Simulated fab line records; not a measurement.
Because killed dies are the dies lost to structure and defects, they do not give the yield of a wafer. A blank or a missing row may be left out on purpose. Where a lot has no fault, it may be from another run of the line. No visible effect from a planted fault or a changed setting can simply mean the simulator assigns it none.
The tool behind it: which one? :: flow sfq_line :: 15 lots (45 wafers sampled), 1 step of a 325-step route

WHAT THE GAUGES READ, wafer by wafer
SFQ_R5_THK_MEAS_934: measures by xrf. Usual: R5_MONX_THK gives 40.1 nm (standard deviation 0.54).
lot: L564
measured: day 52 20:47
on: film_metro-02
R5_MONX_THK (nm): 39.7 39.5 39.3
flag: 

lot: L565
measured: day 53 02:47
on: film_metro-03
R5_MONX_THK (nm): 40.1 39.6 40.0
flag: 

lot: L566
measured: day 53 08:24
on: film_metro-01
R5_MONX_THK (nm): 41.0 40.5 40.9
flag: 

lot: L567
measured: day 53 14:47
on: film_metro-02
R5_MONX_THK (nm): 39.1 39.2 39.9
flag: 

lot: L568
measured: day 53 15:24
on: film_metro-01
R5_MONX_THK (nm): 41.1 39.8 40.8
flag: 

lot: L569
measured: day 54 00:24
on: film_metro-02
R5_MONX_THK (nm): 39.9 40.1 39.3
flag: 

lot: L570
measured: day 54 06:24
on: film_metro-02
R5_MONX_THK (nm): 40.5 40.2 40.7
flag: 

lot: L571
measured: day 54 11:47
on: film_metro-02
R5_MONX_THK (nm): 41.3 41.4 41.3
flag: 

lot: L572
measured: day 59 15:46
on: film_metro-02
R5_MONX_THK (nm): 39.6 40.3 39.7
flag: 

lot: L575
measured: day 61 09:29
on: film_metro-02
R5_MONX_THK (nm): 40.8 40.3 40.7
flag: 

lot: L576
measured: day 61 12:29
on: film_metro-02
R5_MONX_THK (nm): 41.0 40.1 40.0
flag: 

lot: L580
measured: day 62 06:29
on: film_metro-02
R5_MONX_THK (nm): 40.0 40.7 40.0
flag: 

lot: L581
measured: day 62 09:29
on: film_metro-03
R5_MONX_THK (nm): 40.8 40.6 40.5
flag: 

lot: L582
measured: day 62 12:28
on: film_metro-02
R5_MONX_THK (nm): 39.4 40.2 39.5
flag: 

lot: L587
measured: day 64 12:27
on: film_metro-02
R5_MONX_THK (nm): 40.2 39.4 40.0
flag: 

TOOL THAT RAN EACH LOT (tool first, then ch and the chambers of the sampled wafers, then the start)
Record: no process step prior to these readings.

WHAT THE TOOLS THEMSELVES READ (means of the sampled wafers that have a number; where no wafer has one, the mark that the record gives instead)
The record holds no such reading with a usual standard deviation.

THE ANSWER, worked out from the rows above alone
Rule: a lot is off if the mean of its wafers that have a number lies more than 3 standard deviations from the usual mean. Also off: a lot with no number at a reading for which 4 or more lots have one. The other lots that the step has rows for count as sound. Order of review: gauges by route order, followed by the tools' own readings, for which a lot's mean as printed above is used. The first step at which some lot is off is used, and at that step the reading that is off furthest; a lot without a number counts as furthest.
No lot is off on any of the readings shown, so nothing can be concluded from this.

WHAT THE SIMULATOR HAD PUT IN
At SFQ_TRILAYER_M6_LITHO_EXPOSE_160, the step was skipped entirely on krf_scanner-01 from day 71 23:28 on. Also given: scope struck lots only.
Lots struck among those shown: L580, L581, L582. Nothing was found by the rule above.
